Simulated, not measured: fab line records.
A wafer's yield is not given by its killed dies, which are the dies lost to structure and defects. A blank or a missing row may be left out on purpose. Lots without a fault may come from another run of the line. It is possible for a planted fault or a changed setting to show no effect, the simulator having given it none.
One fault through the eyes of 2 desks :: flow sky130 :: numbers are kept per desk, each desk with only its own; the story behind them comes last

## FOR THE TOOL OWNER'S DESK: cmp-01
The tool's own readings at SKY_CONTACT_CMP_04 (polishes SiO2): means of the sampled wafers that have a number, for each lot that ran on this tool. Marked OUT: a lot whose mean sits more than 4 standard deviations from the usual mean, which makes it out of limits; the brackets give that distance.
Columns: A = headPressurePsi at SKY_CONTACT_CMP_04, usual 4.000 psi; B = motorCurrentA at SKY_CONTACT_CMP_04, usual 11.7 A; C = timeToEndpointS at SKY_CONTACT_CMP_04, usual 84 s
lot: L760
first seen here: day 30 11:04
A: 4.001
B: 11.1
C: 80

lot: L763
first seen here: day 31 10:31
A: 4.002
B: 11.2
C: 80

lot: L766
first seen here: day 32 14:52
A: 4.010
B: 12.0
C: 87

lot: L768
first seen here: day 33 03:10
A: 4.004
B: 12.6
C: 104 (+5.4) OUT

lot: L769
first seen here: day 33 11:08
A: 4.011
B: 10.5
C: 94

lot: L777
first seen here: day 36 02:32
A: 4.003
B: 12.2
C: 83

lot: L780
first seen here: day 37 00:12
A: 3.994
B: 11.9
C: 83

lot: L781
first seen here: day 37 08:07
A: 4.000
B: 13.3
C: 84

lot: L783
first seen here: day 38 02:34
A: 3.999
B: 11.1
C: 87
This desk's verdict: out of limits on L768, starting with L768 at day 33 03:10 (timeToEndpointS at SKY_CONTACT_CMP_04). L760, L763, L766, L769, L777, L780, L781, L783 stayed within limits.

## FROM THE METROLOGY DESK
Lot by lot, what the gauges showed, no matter which tool ran the lot: averages of those sampled wafers that carry a number. Marked OUT: a lot whose mean sits more than 4 standard deviations from the usual mean, which makes it out of limits; the brackets give that distance.
Columns: A = METAL1_OVL at SKY_METAL1_OVL_MEAS_16, usual -6 nm
lot: L760
first seen here: day 32 20:03
A: -13

lot: L762
first seen here: day 33 15:29
A: -9

lot: L763
first seen here: day 33 19:03
A: 0

lot: L766
first seen here: day 34 22:30
A: 2

lot: L768
first seen here: day 35 09:58
A: -10

lot: L769
first seen here: day 35 17:34
A: -2

lot: L777
first seen here: day 38 07:37
A: -13

lot: L779
first seen here: day 38 21:52
A: -1

lot: L780
first seen here: day 39 05:04
A: -12

lot: L781
first seen here: day 39 12:59
A: -3

lot: L782
first seen here: day 39 19:58
A: -9

lot: L783
first seen here: day 40 06:43
A: -4
Result from this desk: across the 12 lots, nothing is out of limits.

## TAKEN TOGETHER
At day 33 03:10, on L768, the tool owner's desk was in a position to raise an alarm.
Metrology desk: nothing out of limits seen.
The metrology desk holds a record of L768, inside its limits.
On cmp-01, each named lot ran SKY_CONTACT_CMP_04.

## WHAT THE SIMULATOR PUT IN
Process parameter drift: cmp-01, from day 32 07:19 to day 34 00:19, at SKY_CONTACT_CMP_04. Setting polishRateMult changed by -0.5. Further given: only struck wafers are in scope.
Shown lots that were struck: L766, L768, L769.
Delay in hours, fault start to first out-of-limits reading, by desk: the tool owner's desk at 20.
